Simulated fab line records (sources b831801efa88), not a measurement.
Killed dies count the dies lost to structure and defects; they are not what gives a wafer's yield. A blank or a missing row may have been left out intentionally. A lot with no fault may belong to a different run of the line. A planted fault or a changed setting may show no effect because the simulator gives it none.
Which tool was responsible?    flow gf180mcu    24 lots, 72 wafers sampled, at 6 steps of a route of 602

== WHAT EACH GAUGE READ, for each wafer ==
GF_M4_RS_MEAS_05: the measuring method here is four-point-probe.
lot   measured      on             M4_ALCU_RS (ohm/sq)
L074  day 22 11:01  film metro-02  0.0696 0.0698 0.0706
L075  day 22 22:10  film metro-02  0.0694 0.0701 0.0691
L076  day 23 06:31  film metro-04  0.0684 0.0686 0.0679
L078  day 23 21:34  film metro-04  0.0687 0.0677 0.0691
L077  day 23 23:10  film metro-01  0.0701 0.0694 0.0706
L079  day 24 00:18  film metro-04  0.0715 0.0699 0.0702
L080  day 24 15:44  film metro-01  0.0690 0.0700 0.0690
L081  day 24 21:29  film metro-02  0.0696 0.0689 0.0701
L082  day 25 09:29  film metro-01  0.0694 0.0695 0.0699
L083  day 25 16:41  film metro-04  0.0693 0.0687 0.0694
L084  day 25 21:58  film metro-01  0.0691 0.0694 0.0688
L085  day 26 11:21  film metro-01  0.0685 0.0688 0.0686
L086  day 26 17:16  film metro-02  0.0693 0.0699 0.0700
L087  day 27 07:35  film metro-01  0.0685 0.0686 0.0676
L088  day 27 10:54  film metro-02  0.0699 0.0695 0.0692
L089  day 27 14:07  film metro-02  0.0705 0.0707 0.0701
L090  day 27 21:05  film metro-02  0.0693 0.0697 0.0697
L091  day 28 02:11  film metro-04  0.0694 0.0698 0.0700
L092  day 28 09:02  film metro-01  0.0682 0.0688 0.0689
L093  day 28 14:24  film metro-04  0.0698 0.0689 0.0700
L094  day 28 22:49  film metro-01  0.0706 0.0701 0.0705
L095  day 29 07:50  film metro-02  0.0692 0.0673 0.0685
L096  day 29 14:18  film metro-01  0.0685 0.0690 0.0687
L097  day 29 21:53  film metro-01  0.0701 0.0700 0.0709

GF_PASSIVATION_THK_MEAS_03.
lot   measured      on             PASSIVATION_CVD_02_THK (nm)
L074  day 28 01:46  film metro-02  681 701 701
L075  day 28 13:18  film metro-03  704 696 700
L076  day 28 18:58  film metro-02  684 695 696
L078  day 29 08:06  film metro-04  705 695 715
L077  day 29 11:37  film metro-02  701 691 707
L079  day 29 11:55  film metro-04  698 699 695
L080  day 30 00:46  film metro-03  686 693 698
L081  day 30 06:04  film metro-02  699 710 708
L082  day 30 17:14  film metro-03  682 694 718
L083  day 30 23:00  film metro-02  692 701 697
L084  day 31 03:31  film metro-02  700 691 707
L085  day 31 13:35  film metro-03  696 701 708
L086  day 31 19:31  film metro-04  702 717 714
L087  day 32 07:48  film metro-02  685 688 699
L088  day 32 10:01  film metro-03  691 708 699
L089  day 32 12:52  film metro-02  684 691 696
L090  day 32 16:49  film metro-03  691 698 704
L091  day 32 22:56  film metro-02  687 697 704
L092  day 33 09:23  film metro-04  687 690 703
L093  day 33 10:15  film metro-03  684 703 698
L094  day 33 13:53  film metro-04  694 688 696
L095  day 34 00:00  film metro-03  691 691 701
L096  day 34 05:04  film metro-02  683 698 708
L097  day 34 11:55  film metro-02  698 703 703

== EACH LOT AND THE TOOL THAT RAN IT (in order: tool; ch and the chambers of the sampled wafers; start) ==
lot   GF_V2_CVD_02                     GF_V2_ETCH_16                       GF_V3_CMP_26                   GF_MIM_STRIP_20
L074  pecvd-02 ch 0,2, day 19 06:13    rie diel-04 ch 1,3, day 20 07:01    cmp-02 ch 2,3, day 22 10:28    plasma asher-01 ch 0,1, day 25 08:02
L075  pecvd-01 ch 0,2, day 19 16:56    rie diel-01 ch 2,3, day 20 18:22    cmp-01 ch 0,1,3, day 22 21:40  plasma asher-01 ch 0,1, day 25 19:35
L076  pecvd-02 ch 1,2, day 20 02:18    rie diel-03 ch 0,1,2, day 21 03:07  cmp-01 ch 0,2, day 23 06:00    plasma asher-03 ch 0,1, day 26 02:26
L078  pecvd-01 ch 1,2, day 20 18:10    rie diel-04 ch 1,3, day 21 18:30    cmp-02 ch 0,1,3, day 23 21:05  plasma asher-01 ch 0,1, day 26 15:56
L077  pecvd-04 ch 0,1, day 20 20:40    rie diel-01 ch 0,2,3, day 21 20:52  cmp-01 ch 1,2,3, day 23 22:44  plasma asher-03 ch 0,1, day 26 18:21
L079  pecvd-04 ch 0,1,2, day 20 22:16  rie diel-04 ch 0,1, day 21 21:54    cmp-01 ch 0,1,3, day 23 23:44  plasma asher-01 ch 0,1, day 26 18:53
L080  pecvd-01 ch 1,2, day 21 13:11    rie diel-01 ch 1,2, day 22 13:25    cmp-02 ch 0,3, day 24 15:13    plasma asher-01 ch 0,1, day 27 09:37
L081  pecvd-02 ch 1,2, day 21 19:56    rie diel-04 ch 0,1,3, day 22 19:58  cmp-02 ch 0,1,3, day 24 20:57  plasma asher-01 ch 0,1, day 27 15:35
L082  pecvd-02 ch 1,2, day 22 09:28    rie diel-03 ch 1,2, day 23 08:40    cmp-01 ch 1,2, day 25 08:57    plasma asher-02 ch 0,1, day 28 02:32
L083  pecvd-02 ch 0,1,2, day 22 16:10  rie diel-01 ch 0,1, day 23 15:42    cmp-02 ch 0,1, day 25 16:07    plasma asher-03 ch 0,1, day 28 09:20
L084  pecvd-04 ch 0,1, day 22 22:49    rie diel-01 ch 0,3, day 23 21:54    cmp-02 ch 0,2,3, day 25 21:32  plasma asher-01 ch 0,1, day 28 14:33
L085  pecvd-02 ch 0,1,2, day 23 13:06  rie diel-03 ch 1,2, day 24 11:53    cmp-02 ch 2,3, day 26 10:50    plasma asher-01 ch 0,1, day 29 02:23
L086  pecvd-01 ch 0,1,2, day 23 19:43  rie diel-01 ch 1,2, day 24 18:51    cmp-02 ch 0,1, day 26 16:43    plasma asher-01 ch 0,1, day 29 07:48
L087  pecvd-04 ch 1,2, day 24 11:29    rie diel-04 ch 1,2,3, day 25 09:19  cmp-02 ch 1,2, day 27 07:04    plasma asher-03 ch 0,1, day 29 21:20
L088  pecvd-01 ch 0,1,2, day 24 12:35  rie diel-04 ch 1,3, day 25 11:24    cmp-02 ch 0,2,3, day 27 10:25  plasma asher-03 ch 1, day 30 00:23
L089  pecvd-02 ch 0,2, day 24 18:53    rie diel-04 ch 2,3, day 25 16:31    cmp-02 ch 0,1,2, day 27 13:35  plasma asher-02 ch 0,1, day 30 03:42
L090  pecvd-01 ch 1,2, day 25 00:07    rie diel-04 ch 2,3, day 25 22:16    cmp-01 ch 0,1,3, day 27 20:35  plasma asher-02 ch 0,1, day 30 09:26
L091  pecvd-01 ch 0,1,2, day 25 06:55  rie diel-03 ch 0,1,3, day 26 05:00  cmp-01 ch 0,1,2, day 28 01:40  plasma asher-02 ch 0,1, day 30 14:48
L092  pecvd-01 ch 1,2, day 25 14:44    rie diel-03 ch 1,2,3, day 26 11:51  cmp-01 ch 0,1,2, day 28 08:36  plasma asher-01 ch 0, day 30 20:14
L093  pecvd-04 ch 1,2, day 25 19:42    rie diel-01 ch 0,3, day 26 17:32    cmp-01 ch 2,3, day 28 13:55    plasma asher-01 ch 0,1, day 31 02:30
L094  pecvd-04 ch 0,2, day 26 05:28    rie diel-01 ch 2,3, day 27 02:15    cmp-02 ch 2,3, day 28 22:17    plasma asher-01 ch 0,1, day 31 08:48
L095  pecvd-04 ch 1,2, day 26 14:41    rie diel-03 ch 0,1,3, day 27 11:58  cmp-02 ch 0,1,2, day 29 07:22  plasma asher-03 ch 0,1, day 31 17:36
L096  pecvd-04 ch 1,2, day 26 22:34    rie diel-01 ch 0,1,3, day 27 19:08  cmp-02 ch 1,2,3, day 29 13:46  plasma asher-01 ch 0,1, day 31 23:30
L097  pecvd-04 ch 0,1,2, day 27 07:21  rie diel-04 ch 0,1, day 28 04:11    cmp-01 ch 1,2,3, day 29 21:20  plasma asher-03 ch 0,1, day 32 07:45
- GF_V2_CVD_02: deposits SiO2 from TEOS, target thk 850 nm, time 94.851 s.
- GF_V2_ETCH_16: etches BARC in N2/H2.
- GF_V3_CMP_26: polishes, stops on SiO2, t overpolish 15 s, target thk 0 nm.
- GF_MIM_STRIP_20: strips in O2/N2.

== WHAT THE TOOLS THEMSELVES READ (means of the sampled wafers that have a number; where no wafer has one, the mark that the record gives instead) ==
GF_V2_CVD_02.
lot   tool      heater power outer w (W)  heater power w (W)
L074  pecvd-02  341                       571
L075  pecvd-01  363                       614
L076  pecvd-02  365                       598
L078  pecvd-01  343                       586
L077  pecvd-04  427                       690
L079  pecvd-04  499                       781
L080  pecvd-01  375                       629
L081  pecvd-02  351                       604
L082  pecvd-02  336                       586
L083  pecvd-02  381                       626
L084  pecvd-04  456                       709
L085  pecvd-02  382                       630
L086  pecvd-01  372                       630
L087  pecvd-04  433                       715
L088  pecvd-01  338                       607
L089  pecvd-02  406                       649
L090  pecvd-01  326                       557
L091  pecvd-01  372                       653
L092  pecvd-01  337                       585
L093  pecvd-04  493                       780
L094  pecvd-04  458                       747
L095  pecvd-04  445                       720
L096  pecvd-04  481                       773
L097  pecvd-04  486                       757

GF_V2_ETCH_16.
lot   tool         drypump motor current A (A)  oes product au (a.u.)  throttle valve pct (%)
L074  rie diel-04  5.60                         0.858                  13.224
L075  rie diel-01  5.49                         0.854                  13.217
L076  rie diel-03  5.71                         0.856                  13.224
L078  rie diel-04  5.60                         0.854                  13.225
L077  rie diel-01  5.52                         0.857                  13.223
L079  rie diel-04  5.81                         0.856                  13.230
L080  rie diel-01  5.41                         0.851                  13.222
L081  rie diel-04  5.83                         0.853                  13.218
L082  rie diel-03  5.54                         0.855                  13.236
L083  rie diel-01  5.47                         0.858                  13.224
L084  rie diel-01  5.46                         0.866                  13.226
L085  rie diel-03  5.64                         0.857                  13.218
L086  rie diel-01  5.47                         0.852                  13.229
L087  rie diel-04  5.47                         0.857                  13.217
L088  rie diel-04  5.60                         0.860                  13.220
L089  rie diel-04  5.47                         0.855                  13.229
L090  rie diel-04  5.47                         0.855                  13.228
L091  rie diel-03  5.76                         0.853                  13.221
L092  rie diel-03  5.70                         0.860                  13.223
L093  rie diel-01  5.59                         0.853                  13.225
L094  rie diel-01  5.48                         0.854                  13.228
L095  rie diel-03  5.74                         0.856                  13.232
L096  rie diel-01  5.47                         0.856                  13.218
L097  rie diel-04  5.80                         0.853                  13.227

GF_V3_CMP_26.
lot   tool    motor current A (A)  overpolish run s (s)  time to endpoint s (s)
L074  cmp-02  11.9                 15.003                88
L075  cmp-01  11.7                 15.000                87
L076  cmp-01  11.0                 15.000                84
L078  cmp-02  10.4                 15.000                80
L077  cmp-01  10.8                 15.006                84
L079  cmp-01  11.6                 15.000                84
L080  cmp-02  10.5                 14.990                79
L081  cmp-02  10.8                 15.004                86
L082  cmp-01  11.5                 14.999                88
L083  cmp-02  10.0                 15.002                79
L084  cmp-02  11.8                 15.004                85
L085  cmp-02  12.3                 15.005                84
L086  cmp-02  10.2                 15.004                83
L087  cmp-02  11.5                 15.009                85
L088  cmp-02  11.4                 14.995                83
L089  cmp-02  10.7                 14.999                87
L090  cmp-01  11.6                 14.998                84
L091  cmp-01  11.5                 14.996                88
L092  cmp-01  11.8                 15.002                83
L093  cmp-01  10.5                 15.004                84
L094  cmp-02  12.3                 14.999                86
L095  cmp-02  10.5                 14.996                87
L096  cmp-02  11.3                 15.008                86
L097  cmp-01  11.0                 14.996                84

GF_MIM_STRIP_20.
lot   tool             drypump motor current A (A)  heater power w (W)  o2 flow sccm (sccm)  oes product au (a.u.)  platen temp c (C)  strip time to endpoint s (s)
L074  plasma asher-01  5.2                          342                 3004                 0.692                  250.00             11.25
L075  plasma asher-01  5.1                          357                 3003                 0.687                  250.08             11.20
L076  plasma asher-03  5.7                          338                 2993                 0.693                  250.00             11.22
L078  plasma asher-01  5.2                          348                 3001                 0.693                  250.14             11.25
L077  plasma asher-03  5.7                          337                 2999                 0.690                  249.86             11.24
L079  plasma asher-01  5.1                          358                 2999                 0.692                  250.02             11.17
L080  plasma asher-01  5.1                          356                 3007                 0.694                  249.88             11.27
L081  plasma asher-01  5.1                          358                 2996                 0.697                  250.08             11.29
L082  plasma asher-02  5.6                          318                 3001                 0.691                  250.00             11.26
L083  plasma asher-03  5.9                          325                 3002                 0.693                  249.93             11.29
L084  plasma asher-01  5.2                          348                 3003                 0.694                  250.09             11.29
L085  plasma asher-01  5.1                          359                 3000                 0.692                  250.17             11.22
L086  plasma asher-01  5.2                          342                 2995                 0.693                  250.01             11.23
L087  plasma asher-03  5.9                          333                 2994                 0.692                  249.83             11.21
L088  plasma asher-03  5.5                          347                 2992                 0.702                  249.78             11.29
L089  plasma asher-02  5.6                          314                 2990                 0.694                  250.06             11.24
L090  plasma asher-02  5.6                          317                 2995                 0.690                  249.93             11.19
L091  plasma asher-02  5.8                          318                 2992                 0.692                  249.92             11.19
L092  plasma asher-01  5.2                          331                 3003                 0.694                  250.21             11.24
L093  plasma asher-01  5.2                          347                 2997                 0.692                  249.98             11.18
L094  plasma asher-01  5.2                          344                 2991                 0.694                  250.03             11.24
L095  plasma asher-03  5.9                          325                 3009                 0.692                  250.20             11.16
L096  plasma asher-01  5.2                          342                 2999                 0.695                  250.17             11.24
L097  plasma asher-03  5.7                          339                 2994                 0.686                  250.03             11.19

== THE ANSWER, worked out from the rows above alone ==
Rule: what is usual is taken from the lots themselves. The widest of any qualifying gaps counts: lots, ordered by their means at a reading, are off when they make up no more than a third of the lots, leave a main group of 4 or more, and stand apart from it by 3 or more times the standard deviation of that group's means. A main group is skipped when, at the precision printed for the reading in the tables above, its means are all equal. Also off: a lot with no number at a reading for which 4 or more lots have one. Where the step has rows for the other lots, those lots are counted as sound. Order of review: gauges by route order, followed by the tools' own readings, for which a lot's mean as printed above is used. At the first step where some lot is off, the reading lying furthest off is the one used; lots without a number count as furthest.
No lot is off on any of the readings shown, so nothing can be concluded from this.

== WHAT THE SIMULATOR PUT IN ==
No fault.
